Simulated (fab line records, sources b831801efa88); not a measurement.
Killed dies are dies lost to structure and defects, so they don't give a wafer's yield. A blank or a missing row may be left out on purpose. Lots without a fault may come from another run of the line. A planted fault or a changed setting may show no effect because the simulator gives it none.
A struck lot beside a sound one | flow sfq_line | 42 steps out of a route of 325
Sound: wafers L658.2, L658.3, L658.5. Struck: wafers L648.1, L648.4. (L648.5 of the same lot was not struck and is left out.) The cause comes at the end.
At each step with rows: each side's tool, then ch and its chambers, then its first start. Under that, the readings that differ: sound wafers | struck wafers | difference of the means | sigmas: that difference in standard deviations of wafers without a fault.
alike: readings whose means differ by less than 2 such deviations, and words and numbers that are the same on both sides. not compared: withheld readings, readings that some wafer has no value for, bounds like >300 that may hide the same value, and numbers for which the record gives no deviation and whose values overlap.
The two part at a step that has a row with sigmas, a row that says differs or no value, or rows on one side only. Numbers that don't overlap but have no deviation are shown without sigmas and don't part them. A reading that every wafer of one side lacks parts them only if that side has two wafers or more.

first, 6 steps without rows for these wafers: SFQ_TRILAYER_M4_LITHO_COAT_098 (resist thk 62 nm); SFQ_TRILAYER_M4_LITHO_COAT_093 (resist thk 600 nm); SFQ_TRILAYER_M4_LITHO_SOFTBAKE_097; SFQ_TRILAYER_M4_LITHO_EXPOSE_094 (exposes mask M4, target cd 500 nm); SFQ_TRILAYER_M4_LITHO_PEB_096 (peb time 60 s); SFQ_TRILAYER_M4_LITHO_DEVELOP_095 (time 60 s).
SFQ_M4_OVL_MEAS_926:
  sound on overlay-02, day 58 23:16; struck on overlay-02, day 46 10:41
  alike: M4_OVL
SFQ_TRILAYER_M4_BARC_OPEN_METAL_ETCH_123: etches BARC in O2, target depth 125 nm, time 41.7 s.
  sound on rie_metal-02 ch 0, day 58 23:17; struck on rie_metal-02 ch 0,1, day 46 10:43
  alike: bias_w, drypump_motor_current_A, oes_product_au
  not compared: rf_hours_counter_h
SFQ_TRILAYER_M4_ETCH_METAL_ETCH_096: etches Nb in Cl2/Ar, stops on SiO2, target depth 240 nm, time 120 s.
  sound on rie_metal-02 ch 0, day 58 23:21; struck on rie_metal-02 ch 0,1, day 46 10:46
  alike: bias_w, drypump_motor_current_A, oes_product_au
  not compared: rf_hours_counter_h
then, 2 steps without rows for these wafers: SFQ_TRILAYER_M4_STRIP_STRIP_097 (strips in O2); SFQ_TRILAYER_M4_STRIP_SOLV_CLEAN_098 (cleans in NMP, time 600 s).
SFQ_TRILAYER_I4_DEP_PECVD_099: deposits SiO2 from SiH4/N2O, time 111.11 s, target thk 500 nm.
  sound on pecvd-03 ch 0,2, day 59 00:15; struck on pecvd-01 ch 1,2, day 46 11:40
  alike: heater_power_w, throttle_valve_pct
SFQ_TRILAYER_I4_CMP_CMP_100: polishes SiO2.
  sound on cmp-02 ch 2,3, day 59 01:28; struck on cmp-01 ch 1,2, day 47 12:14
  reading                                             | sound             | struck      | difference | sigmas
  model.SiO2_of_TRILAYER_I4_DEP_PECVD_099.thk_nm (nm) | 198.8 199.3 198.8 | 179.3 178.1 | -20.3      |
  alike: motor_current_A, slurry_filter_dp_kPa, slurry_flow_ml_min, time_to_endpoint_s
SFQ_I4_BOW_MEAS_927:
  sound on film_metro-01, day 59 03:59; struck on film_metro-03, day 47 15:14
  alike: I4_BOW
SFQ_TRILAYER_I4_METRO_MEASURE_101:
  sound on film_metro-01, day 59 04:17; struck on film_metro-03, day 47 15:22
  reading     | sound             | struck      | difference | sigmas
  thk_nm (nm) | 198.7 199.2 198.9 | 179.2 178.1 | -20.3      | -17
then, 6 steps without rows for these wafers: SFQ_TRILAYER_I4_VIA_LITHO_COAT_108 (resist thk 62 nm); SFQ_TRILAYER_I4_VIA_LITHO_COAT_103 (resist thk 650 nm); SFQ_TRILAYER_I4_VIA_LITHO_SOFTBAKE_107; SFQ_TRILAYER_I4_VIA_LITHO_EXPOSE_104 (exposes mask I4, target cd 700 nm); SFQ_TRILAYER_I4_VIA_LITHO_PEB_106 (peb time 60 s); SFQ_TRILAYER_I4_VIA_LITHO_DEVELOP_105 (time 60 s).
-- the record jumps here: 4 days lie between the struck wafers' starts before and after --
SFQ_I4_OVL_MEAS_928:
  sound on overlay-02, day 59 07:40; struck on overlay-02, day 51 18:49
  alike: I4_OVL
SFQ_TRILAYER_I4_VIA_BARC_OPEN_VIA_ETCH_146: etches BARC in O2, target depth 125 nm, time 41.7 s.
  sound on rie_diel-04 ch 1,2,3, day 59 07:41; struck on rie_diel-04 ch 0,1, day 51 18:50
  alike: bias_w, drypump_motor_current_A, oes_product_au
  not compared: rf_hours_counter_h
SFQ_TRILAYER_I4_VIA_ETCH_VIA_ETCH_106: etches SiO2 in CHF3, stops on Nb, target depth 260 nm.
  sound on rie_diel-04 ch 1,2,3, day 59 07:44; struck on rie_diel-04 ch 0,1, day 51 18:53
  reading                        | sound             | struck      | difference | sigmas
  oes_product_au (a.u.)          | 0.847 0.850 0.851 | 0.808 0.802 | -0.044     | -8
  model.I4.feature_depth_nm (nm) | 198.8 199.3 198.8 | 179.3 178.1 | -20.3      |
  model.etch.depth_nm (nm)       | 198.8 199.3 198.8 | 179.3 178.1 | -20.3      |
  alike: bias_w, drypump_motor_current_A
then, 7 steps without rows for these wafers: SFQ_TRILAYER_I4_VIA_STRIP_STRIP_107 (strips in O2); SFQ_TRILAYER_I4_VIA_STRIP_SOLV_CLEAN_108 (cleans in NMP, time 600 s); SFQ_TRILAYER_JJ_TRILAYER_DEP_PRE_CLEAN_113 (time 22.5 s); SFQ_TRILAYER_JJ_TRILAYER_DEP_SPUTTER_109 (material Nb, target thk 150 nm, time 100 s); SFQ_TRILAYER_JJ_TRILAYER_DEP_SPUTTER_110 (material Al, target thk 8 nm, time 10 s); SFQ_TRILAYER_JJ_TRILAYER_DEP_AL_OXIDATION_111 (oxidation time 600 s); SFQ_TRILAYER_JJ_TRILAYER_DEP_SPUTTER_112 (material Nb, target thk 170 nm, time 113.3 s).
SFQ_JJ_RS_MEAS_929: measures by four-point-probe.
  sound on film_metro-04, day 59 09:50; struck on film_metro-02, day 51 21:34
  alike: JJ_NB_RS
then, 6 steps without rows for these wafers: SFQ_TRILAYER_JJ_CE_LITHO_COAT_119 (resist thk 62 nm); SFQ_TRILAYER_JJ_CE_LITHO_COAT_114 (resist thk 600 nm); SFQ_TRILAYER_JJ_CE_LITHO_SOFTBAKE_118; SFQ_TRILAYER_JJ_CE_LITHO_EXPOSE_115 (exposes mask J5, target cd 700 nm); SFQ_TRILAYER_JJ_CE_LITHO_PEB_117 (peb time 60 s); SFQ_TRILAYER_JJ_CE_LITHO_DEVELOP_116 (time 60 s).
SFQ_JJ_OVL_MEAS_931:
  sound on overlay-02, day 59 12:15; struck on overlay-01, day 52 11:10
  alike: J5_OVL
SFQ_TRILAYER_JJ_CE_METRO_MEASURE_117:
  sound on cd_sem-02, day 59 12:29; struck on cd_sem-02, day 52 11:11
  alike: cd_nm
then, 1 step without rows for these wafers: SFQ_TRILAYER_JJ_CE_BARC_OPEN_RIE_150 (chemistry O2, target BARC, target depth 240 nm, time 80 s).
-- the record jumps here: 5 days lie between the struck wafers' starts before and after --
SFQ_TRILAYER_M5_ETCH_METAL_ETCH_126: etches Nb in Cl2/BCl3, stops on SiO2, time 203.2 s, target depth 265 nm.
  sound on rie_metal-01 ch 0,1, day 59 17:29; struck on rie_metal-03 ch 0,1, day 57 13:52
  reading                                             | sound             | struck      | difference | sigmas
  model.SiO2_of_TRILAYER_I4_DEP_PECVD_099.thk_nm (nm) | 178.8 179.4 178.9 | 159.6 158.5 | -20.0      |
  alike: bias_w, drypump_motor_current_A, oes_product_au
  not compared: rf_hours_counter_h

WHERE THEY PART
First at SFQ_TRILAYER_I4_METRO_MEASURE_101; last, within this record, at SFQ_TRILAYER_I4_VIA_ETCH_VIA_ETCH_106. Later steps at which nothing parts them and some readings are alike: SFQ_JJ_RS_MEAS_929, SFQ_JJ_OVL_MEAS_931, SFQ_TRILAYER_JJ_CE_METRO_MEASURE_117, SFQ_TRILAYER_M5_ETCH_METAL_ETCH_126.

WHY: what the simulator had put in
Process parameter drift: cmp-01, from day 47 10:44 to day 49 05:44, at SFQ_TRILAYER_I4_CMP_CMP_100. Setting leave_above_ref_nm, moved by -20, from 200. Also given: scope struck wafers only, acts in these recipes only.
